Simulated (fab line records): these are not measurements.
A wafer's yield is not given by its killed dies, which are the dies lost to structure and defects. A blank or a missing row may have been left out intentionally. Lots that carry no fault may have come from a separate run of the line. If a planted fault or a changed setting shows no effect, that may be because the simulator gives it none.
A lot that was struck, set against a sound lot | flow gf180mcu | 17 out of 602 route steps
Sound: these wafers, L854.2, L854.3, L854.6. Struck: wafer L867.2. (L867.1, L867.4 of the same lot were not struck and are left out.) The cause comes at the end.
Per side, at each step with rows, come the tool, then ch with its chambers, and then its first start. Under that, the readings that differ: sound wafers | struck wafers | difference of the means | sigmas: that difference in standard deviations of wafers without a fault.
alike: readings whose means differ by less than 2 such deviations, and words and numbers that are the same on both sides. not compared: withheld readings, readings that some wafer has no value for, bounds like >300 that may hide the same value, and numbers for which the record gives no deviation and whose values overlap.
A row with sigmas, a row that says differs or no value, or rows on one side alone: a step with any of these is where the two part. Non-overlapping numbers with no deviation appear without sigmas and do not part them. A reading that every wafer of one side lacks parts them only if that side has two wafers or more.

GF_STI_BOW_MEAS_00:
  struck on filmMetro-01, day 5 04:00; sound on filmMetro-01, day 2 11:01
  alike: INCOMING_BOW
then, 1 step without rows for these wafers: GF_STI_OXIDATION_01 (stabilise 600 s, purge 300 s, target thk 10 nm).
GF_STI_THK_MEAS_02:
  struck on filmMetro-03, day 5 05:31; sound on filmMetro-01, day 2 12:31
  alike: STI_OXIDATION_THK
then, 1 step without rows for these wafers: GF_STI_CVD_03 (deposits Si3N4 from DCS/NH3, target thk 207.16 nm, time 3551 s).
GF_STI_THK_MEAS_04:
  struck on filmMetro-01, day 5 07:34; sound on filmMetro-03, day 2 15:34
  alike: STI_CVD_03_THK
then, 5 steps without rows for these wafers: GF_STI_DEHYDRATE_05 (time 60 s); GF_STI_HMDS_06 (prime time 60 s); GF_STI_COAT_07 (resist thk 700 nm); GF_STI_SOFTBAKE_08 (time 60 s); GF_STI_EXPOSE_09 (exposes mask COMP, target cd 220 nm).
GF_STI_PEB_10: peb time 90 s.
  sound on lithoTrack-03 ch 0, day 3 03:48; struck on lithoTrack-04 ch 0, day 5 21:13
reading               | sound             | struck | difference | sigmas
heaterPowerTotalW (W) | 85.63 85.62 85.62 | 91.72  | +6.10      | +75
then, 1 step without rows for these wafers: GF_STI_DEVELOP_11 (develop time 60 s).
GF_STI_CD_MEAS_12: target cd 220 nm.
  struck on cdSem-02, day 5 21:39; sound on cdSem-02, day 3 04:08
reading   | sound             | struck | difference | sigmas
cdNm (nm) | 221.2 221.0 220.6 | 225.7  | +4.8       | +4
GF_STI_ETCH_13: etches the open film in CHF3/O2, stops on Si, target depth 282.31 nm, time 112.9 s.
  sound on rieDiel-04 ch 1,2,3, day 3 04:14; struck on rieDiel-02 ch 3, day 5 21:46
reading             | sound           | struck | difference | sigmas
model.STI.cdNm (nm) | 221.8 221 221.4 | 225.5  | +4.1       | 
  alike: chf3FlowSccm, drypumpMotorCurrentA, oesProductAu, throttleValvePct
  not compared: rfHoursCounterH
GF_STI_ETCH_14: etches Si in HBr/Cl2/O2, target depth 360 nm, time 102.9 s.
  sound on rieSi-02 ch 0,1,3, day 3 04:19; struck on rieSi-01 ch 2, day 5 21:51
reading             | sound             | struck | difference | sigmas
oesProductAu (a.u.) | 0.985 0.990 0.998 | 1.022  | +0.031     | +3
model.STI.cdNm (nm) | 222 222.5 220.2   | 224.3  | +2.7       | 
  alike: drypumpMotorCurrentA, throttleValvePct
  not compared: rfHoursCounterH
GF_STI_STRIP_15: strips in O2/N2.
  sound on plasmaAsher-01 ch 0,1, day 3 04:23; struck on plasmaAsher-02 ch 0, day 5 21:55
  alike: drypumpMotorCurrentA, heaterPowerW, oesProductAu, stripTimeToEndpointS
  not compared: rfHoursCounterH
following that, these wafers have no rows for 1 step: GF_PASSIVATION_PROBE_99.

== WHERE THEY PART ==
Last at GF_STI_ETCH_14 as far as this record goes, first at GF_STI_PEB_10. Later steps at which nothing parts them and some readings are alike: GF_STI_STRIP_15.

WHY: what had been put in by the simulator
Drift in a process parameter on lithoTrack-04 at GF_STI_PEB_10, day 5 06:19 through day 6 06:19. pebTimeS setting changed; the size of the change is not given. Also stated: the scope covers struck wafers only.
